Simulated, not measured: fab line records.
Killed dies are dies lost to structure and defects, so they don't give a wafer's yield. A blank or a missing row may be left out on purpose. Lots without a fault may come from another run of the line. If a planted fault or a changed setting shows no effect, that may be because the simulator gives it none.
8D (eight disciplines) problem report, filled in by code || flow gf180mcu || the parts of the form that need people (team, actions taken, sign-off) are left out

## 1. THE ISSUE
chamber-pressure-pa at GF_TOP_METAL_SPUTTER_00 reads a mean of 2.108 Pa on 1 wafer of 1 lot; wafers without a fault read 2.000 Pa with a standard deviation of 0.0037. Measured from the usual mean, that is +29 standard deviations.
The step: material Ti, target thk 37.5 nm, time 150 s.
Seen first at day 30 01:29 on pvd-sputter-04, wafer L298.3. The record holds 36 wafers of 12 lots with a number at this step. By rule, "out" or "out of limits" means more than 4 standard deviations away from the usual mean. The rest of the wafers with a number are treated as sound.

## 2. WHAT IT IS AND WHAT IT IS NOT
{"question": "which readings at this step", "is": "chamber-pressure-pa", "is not": "throttle-valve-pct"}
{"question": "which lots", "is": "L298", "is not": "L289, L290, L291, L301, L302, L305, L307, L309, L310, L311, L312"}
{"question": "which wafers of those lots", "is": "L298.3", "is not": "L298.2, L298.6"}
{"question": "read on which tools", "is": "pvd-sputter-04", "is not": "pvd-sputter-02, pvd-sputter-03"}
{"question": "when", "is": "from day 30 01:29", "is not": "up to then (11 sound wafers); but 24 sound wafers of L301, L302, L305, L307, L309, L310, L311, L312 came after"}

## 3. WHAT RULES OUT EACH SUSPECT
Counting: a tool at a process step up to the reading stays a suspect if it ran every lot that is out. Sound lots after the first of them don't rule it out here, since some wafers of a struck lot are sound.
- rie-diel-01 at GF_V3_ETCH_17 (etches SiO2 in C4F8/O2/Ar, stops on TiN, target depth 635 nm): kept. It ran the lot that is out, L298 (day 25 15:14). GF_V3_ETCH_17: start missing for some lots; hours and lot order therefore follow GF_M4_SPUTTER_02.
- pvd-sputter-03 at GF_M4_SPUTTER_02 (material AlCu, target thk 450 nm, time 23.9 s): kept. L298, the lot that is out, went through it at day 25 15:14; up to then, the latest sound lot through it was L291 at day 23 04:20.
- plasma-asher-02 at GF_V4_STRIP_18 (strips in O2/N2): kept. L298, the lot that is out, went through it at day 27 10:23; up to then, the latest sound lot through it was L291 at day 25 03:07.
- pvd-sputter-04 at GF_TOP_METAL_SPUTTER_00 (material Ti, target thk 37.5 nm, time 150 s): kept. L298, the lot that is out, went through it at day 30 01:29; up to then, the latest sound lot through it was L291 at day 27 22:29. Its own chamber-pressure-pa readings are out on those wafers.
- Within rie-diel-01 at GF_V3_ETCH_17, the wafers that are out were processed in chamber 0 and their sound lot-mates in chamber 1.
Left after counting: rie-diel-01 at GF_V3_ETCH_17, pvd-sputter-03 at GF_M4_SPUTTER_02, plasma-asher-02 at GF_V4_STRIP_18, pvd-sputter-04 at GF_TOP_METAL_SPUTTER_00.

## 4. THE CAUSE (what the simulator had put in)
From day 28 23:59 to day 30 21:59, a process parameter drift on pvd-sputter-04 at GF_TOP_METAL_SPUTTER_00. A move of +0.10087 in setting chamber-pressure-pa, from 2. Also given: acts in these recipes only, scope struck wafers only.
Counting left 4 suspects, and this tool is among them.

## 5. THE EFFECT CHAIN, in route order
Each row: a reading where the mean over the struck wafers with a number is more than 3 standard deviations away from the usual. Scope: only readings with a usual standard deviation given in the record; hours: median across lots of the time from each lot's start at the first step in this table that gives one to its start at this step; sigmas: change in usual standard deviations.
{"hours": 0, "step": "GF_TOP_METAL_SPUTTER_00", "reading": "chamber-pressure-pa", "usual": "2.000 Pa", "on struck wafers": 2.108, "change": "+0.108", "sigmas": "+29"}
Process steps it contains:
- GF_TOP_METAL_SPUTTER_00: material Ti, target thk 37.5 nm, time 150 s.

## 6. WHAT WOULD HAVE CAUGHT IT SOONER
26 hours passed between the start of the fault at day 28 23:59 and the first reading out of limits in this record, taken at day 30 01:29.
